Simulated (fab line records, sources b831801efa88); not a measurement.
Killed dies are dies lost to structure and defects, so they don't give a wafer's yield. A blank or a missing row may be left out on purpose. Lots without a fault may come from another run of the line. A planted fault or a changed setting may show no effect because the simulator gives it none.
Which tool did it? | flow sky130 | 7 lots, 21 wafers sampled, at 2 steps of a route of 708

WHAT THE GAUGES READ, wafer by wafer
SKY_LDD_HVP_TW_MEAS_10.
lot  | measured     | on            | LDD_HVP_TW
L953 | day 22 17:47 | film_metro-04 | 457 458 456
L955 | day 23 10:23 | film_metro-04 | 30 30 30
L959 | day 25 08:32 | film_metro-03 | 456 456 453
L966 | day 27 11:32 | film_metro-02 | 466 465 465
L968 | day 28 05:57 | film_metro-03 | 454 456 456
L970 | day 29 05:54 | film_metro-04 | 456 459 458
L972 | day 29 15:26 | film_metro-02 | 466 466 465

WHICH TOOL RAN EACH LOT (tool, then ch and the chambers of the sampled wafers, then the start)
lot  | SKY_LDD_HVP_IMPLANT_08
L953 | implanter-01 ch 0, day 22 17:33
L955 | implanter-01, day 23 10:08
L959 | implanter-03 ch 0, day 25 08:18
L966 | implanter-04 ch 0, day 27 11:17
L968 | implanter-03 ch 0, day 28 05:44
L970 | implanter-04 ch 0, day 29 05:41
L972 | implanter-03 ch 0, day 29 15:11
- SKY_LDD_HVP_IMPLANT_08

THE ANSWER, worked out from the rows above alone
Rule: what is usual is taken from the lots themselves. Put in order of their means at a reading, lots are off if they are a third of the lots or fewer, leave a main group of 4 or more, and stand apart from it by a gap of 3 or more times the standard deviation of the main group's means; of several such gaps the widest counts. A main group whose means are all the same, to the digits that the tables above print for the reading, isn't used. A lot without any number at a reading at which 4 lots or more have one is off too. The other lots that the step has rows for count as sound.
Off: L955, at SKY_LDD_HVP_TW_MEAS_10 (LDD_HVP_TW). The main group: mean 459, standard deviation 4.5.
A tool fits if, at a process step before that reading, it ran every lot that is off, and no sound lot after the first of them. The gauges at SKY_LDD_HVP_TW_MEAS_10 are tried like those tools. One fits: implanter-01 at SKY_LDD_HVP_IMPLANT_08. Its last sound lot is L953 (day 22 17:33), its first lot that is off L955 (day 23 10:08): a fault that began between those two fits.

WHAT THE SIMULATOR HAD PUT IN
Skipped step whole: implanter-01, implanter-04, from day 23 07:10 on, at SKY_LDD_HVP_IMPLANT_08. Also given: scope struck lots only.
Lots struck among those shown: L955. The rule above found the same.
